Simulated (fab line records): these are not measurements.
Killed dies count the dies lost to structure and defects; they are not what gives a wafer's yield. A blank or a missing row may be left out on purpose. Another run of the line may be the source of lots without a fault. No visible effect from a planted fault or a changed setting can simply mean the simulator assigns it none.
Problem report, 8D (eight disciplines) form, completed by code -- flow gf180mcu -- the parts of the form that need people (team, actions taken, sign-off) are left out

1. THE ISSUE
Wafers without a fault read 21.01 C, standard deviation 0.1; developerTempC at GF_POLY_GATE_DEVELOP_09 reads a mean of 21.87 C on 6 wafers belonging to 2 lots. That is +8.6 standard deviations from the usual mean.
The step: develop time 60 s.
Earliest sighting: wafer L127.2 on lithoTrack-03 at day 15 00:42. The record holds 42 wafers of 14 lots with a number at this step. By rule, "out" or "out of limits" means more than 4 standard deviations away from the usual mean. The rest of the wafers with a number are treated as sound.

2. WHAT IT IS AND WHAT IT IS NOT
question,is,is not
which readings at this step,developerTempC,-
which lots,"L127, L128","L108, L109, L111, L113, L114, L115, L116, L117, L118, L119, L120, L123"
which wafers of those lots,all that have a number,-
read on which tools,lithoTrack-03,"lithoTrack-01, lithoTrack-02"
when,from day 15 00:42,up to then (36 sound wafers)

3. SUSPECTS, AND WHAT RULES EACH OUT
Counting: a tool stays on the suspect list if, at a process step up to the reading, it processed all lots that are out and no sound lot following the first of them.
- lithoTrack-03 at GF_POLY_GATE_DEVELOP_09 (develop time 60 s): kept. It processed each lot that is out, first L127 at day 15 00:42, and no sound lot thereafter; up to then, the last sound lot it processed was L120 at day 13 00:34. Its own readings are out on those wafers: developerTempC.
The count leaves lithoTrack-03 at GF_POLY_GATE_DEVELOP_09.

4. THE CAUSE (what the simulator had put in)
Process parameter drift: lithoTrack-03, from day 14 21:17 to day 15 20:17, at GF_POLY_GATE_DEVELOP_09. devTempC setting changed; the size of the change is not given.
The count eliminated every tool but this one.

5. THE CHAIN OF EFFECTS, in route order
Each row: a reading where the mean over the struck wafers with a number is more than 3 standard deviations away from the usual. Readings are gone through only where the record gives a usual standard deviation; hours: the median, over the lots, of the time from a lot's start at the first step in this table giving one to that lot's start at this step; sigmas: the change measured in usual standard deviations.
hours,step,reading,usual,on struck wafers,change,sigmas
0,GF_POLY_GATE_DEVELOP_09,developerTempC,21.01 C,21.87,+0.86,+8.6
The process steps in it:
- GF_POLY_GATE_DEVELOP_09: develop time 60 s.
Later steps that measure or inspect, where all struck wafers having a row at the step show a number for every such reading and not one has moved that far: GF_M2_OVL_MEAS_15, GF_M3_OVL_MEAS_15.

6. WHAT WOULD HAVE CAUGHT IT SOONER
The fault began at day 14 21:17; the first out-of-limits reading in this record came at day 15 00:42, 3 hours later.
